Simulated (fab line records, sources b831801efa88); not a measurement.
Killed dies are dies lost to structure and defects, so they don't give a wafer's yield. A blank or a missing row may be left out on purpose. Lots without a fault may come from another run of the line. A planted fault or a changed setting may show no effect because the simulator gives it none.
Which tool did it? | flow sky130 | 24 lots, 72 wafers sampled, at 6 steps of a route of 708

WHAT THE GAUGES READ, wafer by wafer
SKY_VIA2_RS_MEAS_22: measures by four-point-probe.
lot  | measured     | on            | VIA2_W_RS (ohm/sq)
L074 | day 36 03:53 | film_metro-04 | 0.2703 0.2710 0.2718
L075 | day 36 12:34 | film_metro-03 | 0.2785 0.2754 0.2765
L076 | day 36 15:16 | film_metro-03 | 0.2719 0.2770 0.2688
L077 | day 37 06:17 | film_metro-04 | 0.2795 0.2730 0.2756
L078 | day 37 13:53 | film_metro-03 | 0.2777 0.2742 0.2762
L079 | day 37 16:00 | film_metro-03 | 0.2730 0.2729 0.2677
L080 | day 38 08:07 | film_metro-04 | 0.2747 0.2733 0.2698
L081 | day 38 15:43 | film_metro-03 | 0.2788 0.2763 0.2760
L082 | day 38 20:38 | film_metro-01 | 0.2712 0.2664 0.2711
L083 | day 39 05:06 | film_metro-04 | 0.2701 0.2755 0.2729
L084 | day 39 11:36 | film_metro-04 | 0.2730 0.2737 0.2704
L085 | day 39 21:07 | film_metro-03 | 0.2730 0.2730 0.2716
L086 | day 40 05:14 | film_metro-04 | 0.2762 0.2736 0.2758
L087 | day 40 17:52 | film_metro-04 | 0.2785 0.2744 0.2786
L089 | day 40 20:55 | film_metro-03 | 0.2702 0.2774 0.2769
L088 | day 41 00:06 | film_metro-04 | 0.2786 0.2792 0.2755
L091 | day 41 16:09 | film_metro-03 | 0.2730 0.2780 0.2733
L092 | day 41 17:58 | film_metro-01 | 0.2727 0.2723 0.2712
L090 | day 41 18:58 | film_metro-04 | 0.2706 0.2730 0.2728
L093 | day 42 00:16 | film_metro-04 | 0.2717 0.2736 0.2710
L094 | day 42 06:11 | film_metro-04 | 0.2759 0.2747 0.2735
L095 | day 42 14:26 | film_metro-01 | 0.2762 0.2751 0.2701
L096 | day 42 18:15 | film_metro-04 | 0.2746 0.2766 0.2719
L097 | day 43 00:28 | film_metro-04 | 0.2731 0.2718 0.2708

SKY_CAPM_THK_MEAS_01.
lot  | measured     | on            | CAPM_CVD_00_THK (nm)
L074 | day 36 04:33 | film_metro-02 | 15.05 15.82 15.64
L075 | day 36 13:13 | film_metro-04 | 15.38 15.34 15.62
L076 | day 36 15:55 | film_metro-04 | 15.24 15.20 15.40
L077 | day 37 06:55 | film_metro-04 | 15.37 15.33 15.62
L078 | day 37 14:52 | film_metro-04 | 15.38 15.89 15.68
L079 | day 37 16:40 | film_metro-04 | 15.06 15.33 15.59
L080 | day 38 08:46 | film_metro-02 | 15.54 15.50 15.78
L081 | day 38 16:22 | film_metro-03 | 15.71 15.52 15.82
L082 | day 38 21:15 | film_metro-02 | 15.42 15.79 15.76
L083 | day 39 05:45 | film_metro-04 | 15.34 15.44 15.50
L084 | day 39 12:20 | film_metro-04 | 15.48 15.66 15.58
L085 | day 39 21:46 | film_metro-04 | 15.41 15.55 15.61
L086 | day 40 05:52 | film_metro-02 | 15.25 15.43 15.43
L087 | day 40 18:29 | film_metro-02 | 15.71 16.02 16.20
L089 | day 40 21:34 | film_metro-03 | 15.06 15.16 15.46
L088 | day 41 00:44 | film_metro-02 | 15.64 15.75 15.75
L091 | day 41 16:48 | film_metro-02 | 15.31 15.36 15.51
L092 | day 41 18:38 | film_metro-04 | 15.29 15.35 15.63
L090 | day 41 19:49 | film_metro-02 | 15.39 15.08 15.68
L093 | day 42 00:53 | film_metro-03 | 15.40 15.46 15.31
L094 | day 42 06:51 | film_metro-04 | 15.49 15.44 15.38
L095 | day 42 15:05 | film_metro-04 | 15.18 15.55 15.40
L096 | day 42 18:54 | film_metro-03 | 14.91 15.19 15.46
L097 | day 43 01:07 | film_metro-02 | 15.34 15.55 15.84

SKY_VIA3_BOW_MEAS_03.
lot  | measured     | on            | VIA3_BOW (um)
L074 | day 38 11:18 | film_metro-03 | 85 101 88
L075 | day 38 20:08 | film_metro-02 | 85 78 76
L076 | day 38 21:58 | film_metro-03 | 80 70 76
L077 | day 39 12:38 | film_metro-01 | 85 88 93
L078 | day 39 20:39 | film_metro-01 | 73 84 88
L079 | day 39 23:03 | film_metro-02 | 81 72 72
L080 | day 40 12:38 | film_metro-02 | 72 82 66
L081 | day 40 20:23 | film_metro-01 | 92 92 87
L082 | day 41 00:54 | film_metro-01 | 78 84 83
L083 | day 41 09:01 | film_metro-03 | 84 95 89
L084 | day 41 15:20 | film_metro-02 | 80 68 75
L085 | day 42 00:41 | film_metro-02 | 62 57 64
L086 | day 42 07:56 | film_metro-03 | 77 77 94
L087 | day 42 21:20 | film_metro-02 | 89 89 85
L089 | day 42 23:17 | film_metro-01 | 70 85 75
L088 | day 43 02:40 | film_metro-01 | 85 78 80
L091 | day 43 16:23 | film_metro-03 | 77 70 88
L092 | day 43 19:30 | film_metro-01 | 83 76 87
L090 | day 43 20:33 | film_metro-02 | 81 86 78
L093 | day 44 01:30 | film_metro-01 | 69 73 82
L094 | day 44 07:26 | film_metro-02 | 92 80 66
L095 | day 44 13:59 | film_metro-02 | 73 87 73
L096 | day 44 18:40 | film_metro-02 | 76 68 65
L097 | day 45 00:15 | film_metro-03 | 84 76 75

WHICH TOOL RAN EACH LOT (tool, then ch and the chambers of the sampled wafers, then the start)
lot  | SKY_VIA2_CVD_21               | SKY_METAL3_SPUTTER_01        | SKY_METAL3_ETCH_16
L074 | cvd_w-01 ch 0,1, day 36 03:44 | pvd_sputter-01, day 36 04:22 | rie_metal-03 ch 0,1, day 38 09:52
L075 | cvd_w-01 ch 0, day 36 12:26   | pvd_sputter-01, day 36 13:04 | rie_metal-03 ch 0,1, day 38 18:43
L076 | cvd_w-02 ch 0,1, day 36 15:08 | pvd_sputter-02, day 36 15:46 | rie_metal-03 ch 0,1, day 38 20:22
L077 | cvd_w-01 ch 0,1, day 37 06:08 | pvd_sputter-01, day 37 06:46 | rie_metal-03 ch 0,1, day 39 11:04
L078 | cvd_w-02 ch 0,1, day 37 13:44 | pvd_sputter-01, day 37 14:42 | rie_metal-01 ch 0,1, day 39 19:13
L079 | cvd_w-02 ch 0,1, day 37 15:52 | pvd_sputter-01, day 37 16:30 | rie_metal-02 ch 1, day 39 21:32
L080 | cvd_w-02 ch 0,1, day 38 07:59 | pvd_sputter-01, day 38 08:37 | rie_metal-01 ch 0,1, day 40 11:10
L081 | cvd_w-01 ch 0,1, day 38 15:35 | pvd_sputter-02, day 38 16:13 | rie_metal-03 ch 0,1, day 40 18:58
L082 | cvd_w-02 ch 0,1, day 38 20:29 | pvd_sputter-01, day 38 21:05 | rie_metal-01 ch 0,1, day 40 23:18
L083 | cvd_w-02 ch 0,1, day 39 04:58 | pvd_sputter-04, day 39 05:36 | rie_metal-02 ch 0,1, day 41 07:34
L084 | cvd_w-02 ch 0,1, day 39 11:27 | pvd_sputter-04, day 39 12:10 | rie_metal-02 ch 0,1, day 41 13:55
L085 | cvd_w-02 ch 0, day 39 20:59   | pvd_sputter-02, day 39 21:37 | rie_metal-03 ch 0,1, day 41 23:16
L086 | cvd_w-01 ch 0,1, day 40 05:05 | pvd_sputter-04, day 40 05:43 | rie_metal-01 ch 0,1, day 42 06:28
L087 | cvd_w-02 ch 0,1, day 40 17:43 | pvd_sputter-01, day 40 18:19 | rie_metal-01 ch 0,1, day 42 19:51
L089 | cvd_w-02 ch 0,1, day 40 20:47 | pvd_sputter-04, day 40 21:25 | rie_metal-02 ch 0,1, day 42 21:52
L088 | cvd_w-02 ch 0,1, day 40 23:58 | pvd_sputter-04, day 41 00:34 | rie_metal-03 ch 0,1, day 43 00:51
L091 | cvd_w-02 ch 0, day 41 15:53   | pvd_sputter-01, day 41 16:39 | rie_metal-03 ch 0,1, day 43 14:58
L092 | cvd_w-01 ch 1, day 41 17:50   | pvd_sputter-04, day 41 18:28 | rie_metal-01 ch 0,1, day 43 18:01
L090 | cvd_w-02 ch 0, day 41 18:44   | pvd_sputter-04, day 41 19:38 | rie_metal-02 ch 0,1, day 43 19:07
L093 | cvd_w-01 ch 0,1, day 42 00:08 | pvd_sputter-01, day 42 00:43 | rie_metal-01 ch 1, day 44 00:01
L094 | cvd_w-01 ch 0,1, day 42 06:02 | pvd_sputter-04, day 42 06:40 | rie_metal-01 ch 1, day 44 05:56
L095 | cvd_w-02 ch 0,1, day 42 14:18 | pvd_sputter-02, day 42 14:56 | rie_metal-03 ch 0,1, day 44 12:34
L096 | cvd_w-01 ch 0,1, day 42 18:06 | pvd_sputter-01, day 42 18:44 | rie_metal-01 ch 0,1, day 44 17:13
L097 | cvd_w-01 ch 0,1, day 43 00:20 | pvd_sputter-01, day 43 00:58 | rie_metal-03 ch 0, day 44 22:46
- SKY_VIA2_CVD_21: deposits W, target thk 420 nm, time 126.4 s.
- SKY_METAL3_SPUTTER_01: material TiN, target thk 20 nm, time 16.7 s.
- SKY_METAL3_ETCH_16: etches BARC in N2/H2, stops on SiO2, time 88.2 s, target depth 60 nm.

WHAT THE TOOLS THEMSELVES READ (means of the sampled wafers that have a number; where no wafer has one, the mark that the record gives instead)
SKY_VIA2_CVD_21.
lot  | tool     | heater_power_w (W)
L074 | cvd_w-01 | 992
L075 | cvd_w-01 | 881
L076 | cvd_w-02 | 885
L077 | cvd_w-01 | 995
L078 | cvd_w-02 | 894
L079 | cvd_w-02 | 892
L080 | cvd_w-02 | 803
L081 | cvd_w-01 | 943
L082 | cvd_w-02 | 879
L083 | cvd_w-02 | 898
L084 | cvd_w-02 | 898
L085 | cvd_w-02 | 983
L086 | cvd_w-01 | 848
L087 | cvd_w-02 | 804
L089 | cvd_w-02 | 810
L088 | cvd_w-02 | 799
L091 | cvd_w-02 | 992
L092 | cvd_w-01 | 929
L090 | cvd_w-02 | 979
L093 | cvd_w-01 | 844
L094 | cvd_w-01 | 886
L095 | cvd_w-02 | 807
L096 | cvd_w-01 | 878
L097 | cvd_w-01 | 879

SKY_METAL3_SPUTTER_01.
lot  | tool           | throttle_valve_pct (%)
L074 | pvd_sputter-01 | 30.1
L075 | pvd_sputter-01 | 30.0
L076 | pvd_sputter-02 | 30.5
L077 | pvd_sputter-01 | 30.6
L078 | pvd_sputter-01 | 29.4
L079 | pvd_sputter-01 | 29.7
L080 | pvd_sputter-01 | 30.1
L081 | pvd_sputter-02 | 31.6
L082 | pvd_sputter-01 | 30.0
L083 | pvd_sputter-04 | 30.3
L084 | pvd_sputter-04 | 30.2
L085 | pvd_sputter-02 | 30.6
L086 | pvd_sputter-04 | 30.0
L087 | pvd_sputter-01 | 30.9
L089 | pvd_sputter-04 | 29.9
L088 | pvd_sputter-04 | 30.5
L091 | pvd_sputter-01 | 30.7
L092 | pvd_sputter-04 | 29.9
L090 | pvd_sputter-04 | 30.4
L093 | pvd_sputter-01 | 30.9
L094 | pvd_sputter-04 | 30.4
L095 | pvd_sputter-02 | 29.7
L096 | pvd_sputter-01 | 31.0
L097 | pvd_sputter-01 | 29.9

SKY_METAL3_ETCH_16.
lot  | tool         | drypump_motor_current_A (A) | oes_product_au (a.u.) | throttle_valve_pct (%)
L074 | rie_metal-03 | 5.89                        | 0.627                 | 13.203
L075 | rie_metal-03 | 5.89                        | 0.624                 | 13.208
L076 | rie_metal-03 | 5.91                        | 0.620                 | 13.205
L077 | rie_metal-03 | 5.87                        | 0.630                 | 13.200
L078 | rie_metal-01 | 5.81                        | 0.628                 | 13.211
L079 | rie_metal-02 | 5.71                        | 0.623                 | 13.207
L080 | rie_metal-01 | 5.77                        | 0.628                 | 13.191
L081 | rie_metal-03 | 5.88                        | 0.625                 | 13.204
L082 | rie_metal-01 | 5.77                        | 0.623                 | 13.203
L083 | rie_metal-02 | 5.84                        | 0.630                 | 13.206
L084 | rie_metal-02 | 5.83                        | 0.625                 | 13.205
L085 | rie_metal-03 | 5.90                        | 0.631                 | 13.199
L086 | rie_metal-01 | 5.78                        | 0.628                 | 13.209
L087 | rie_metal-01 | 5.80                        | 0.624                 | 13.203
L089 | rie_metal-02 | 5.78                        | 0.629                 | 13.205
L088 | rie_metal-03 | 5.88                        | 0.624                 | 13.207
L091 | rie_metal-03 | 5.89                        | 0.629                 | 13.205
L092 | rie_metal-01 | 5.77                        | 0.630                 | 13.216
L090 | rie_metal-02 | 5.85                        | 0.626                 | 13.209
L093 | rie_metal-01 | 5.82                        | 0.624                 | 13.204
L094 | rie_metal-01 | 5.80                        | 0.625                 | 13.208
L095 | rie_metal-03 | 5.91                        | 0.623                 | 13.213
L096 | rie_metal-01 | 5.80                        | 0.626                 | 13.209
L097 | rie_metal-03 | 5.91                        | 0.627                 | 13.197

THE ANSWER, worked out from the rows above alone
Rule: what is usual is taken from the lots themselves. Put in order of their means at a reading, lots are off if they are a third of the lots or fewer, leave a main group of 4 or more, and stand apart from it by a gap of 3 or more times the standard deviation of the main group's means; of several such gaps the widest counts. A main group whose means are all the same, to the digits that the tables above print for the reading, isn't used. A lot without any number at a reading at which 4 lots or more have one is off too. The other lots that the step has rows for count as sound. The gauges are gone through in route order, then the tools' own readings, and for those a lot's mean is taken as printed above. The first step at which some lot is off is used, and at that step the reading that is off furthest; a lot without a number counts as furthest.
No lot is off at any reading shown: from this, nothing can be told.

WHAT THE SIMULATOR HAD PUT IN
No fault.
